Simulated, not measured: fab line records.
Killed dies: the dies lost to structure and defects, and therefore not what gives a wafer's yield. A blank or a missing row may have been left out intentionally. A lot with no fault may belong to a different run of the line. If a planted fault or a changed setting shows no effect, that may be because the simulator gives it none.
Problem report, 8D (eight disciplines) form, completed by code :: flow sky130 :: the parts of the form that need people (team, actions taken, sign-off) are left out

== 1. THE ISSUE ==
oes-product-au at SKY_LOCAL_INTERCONNECT_ETCH_13 reads a mean of 0.904 a.u. on 2 wafers of 2 lots; wafers without a fault read 0.855 a.u. with a standard deviation of 0.0048. That is +10 standard deviations from the usual mean.
The step: etches BARC in N2/H2, stops on SiO2, time 45.9 s, target depth 60 nm.
Seen first at day 33 00:43 on rie-metal-03, wafer L944.6. The record holds 33 wafers of 11 lots with a number at this step. By rule, "out" or "out of limits" means more than 4 standard deviations away from the usual mean. The other wafers with a number count as sound.

== 2. WHAT IT IS, WHAT IT ISN'T ==
question: which readings at this step
is: oes-product-au
is not: drypump-motor-current-A, throttle-valve-pct

question: which lots
is: L944, L949
is not: L940, L941, L942, L943, L946, L957, L958, L959, L961

question: which wafers of those lots
is: L944.6, L949.6
is not: L944.2, L944.4, L949.1, L949.5

question: read on which tools
is: rie-metal-01, rie-metal-03
is not: rie-metal-02

question: when
is: from day 33 00:43
is not: up to then (14 sound wafers); but 17 sound wafers of L946, L949, L957, L958, L959, L961 came after

== 3. WHAT RULES OUT EACH SUSPECT ==
Counting: if a tool at a process step up to the reading ran every lot that is out, it stays a suspect. Sound lots after the first of them don't rule it out here, since some wafers of a struck lot are sound.
- litho-track-03 at SKY_LOCAL_INTERCONNECT_COAT_05 (resist thk 60 nm): kept. Every lot that is out went through it, the first being L944 (day 32 10:44); the last sound lot it ran before that was L942 (day 32 03:07).
After counting, what remains is litho-track-03 at SKY_LOCAL_INTERCONNECT_COAT_05.

== 4. THE CAUSE (what the simulator had put in) ==
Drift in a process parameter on litho-track-03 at SKY_LOCAL_INTERCONNECT_COAT_05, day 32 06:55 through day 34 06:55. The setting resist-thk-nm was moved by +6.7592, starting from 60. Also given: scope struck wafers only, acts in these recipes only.
After counting, this tool was the only one left.

== 5. SEQUENCE OF EFFECTS, ordered by route ==
One row per reading whose mean, taken over the struck wafers that have a number, lies over 3 standard deviations from the usual. Readings are gone through only where the record gives a usual standard deviation; hours: the median, over the lots, of the time from a lot's start at the first step in this table giving one to that lot's start at this step; sigmas: the change measured in usual standard deviations.
hours: 0
step: SKY_LOCAL_INTERCONNECT_ETCH_13
reading: oes-product-au
usual: 0.855 a.u.
on struck wafers: 0.904
change: +0.049
sigmas: +10

hours: 0
step: SKY_LOCAL_INTERCONNECT_STRIP_15
reading: strip-time-to-endpoint-s
usual: 4.701 s
on struck wafers: 4.788
change: +0.088
sigmas: +3.6
Its process steps:
- SKY_LOCAL_INTERCONNECT_ETCH_13: etches BARC in N2/H2, stops on SiO2, time 45.9 s, target depth 60 nm.
- SKY_LOCAL_INTERCONNECT_STRIP_15: strips in O2/N2.

== 6. HOW IT WOULD HAVE BEEN CAUGHT EARLIER ==
18 hours passed between the start of the fault at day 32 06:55 and the first reading out of limits in this record, taken at day 33 00:43.
L949, from the lots that are out (2), started SKY_LOCAL_INTERCONNECT_COAT_05 on litho-track-03 later than day 33 00:43. It would have been spared by a hold on the tool at that moment.
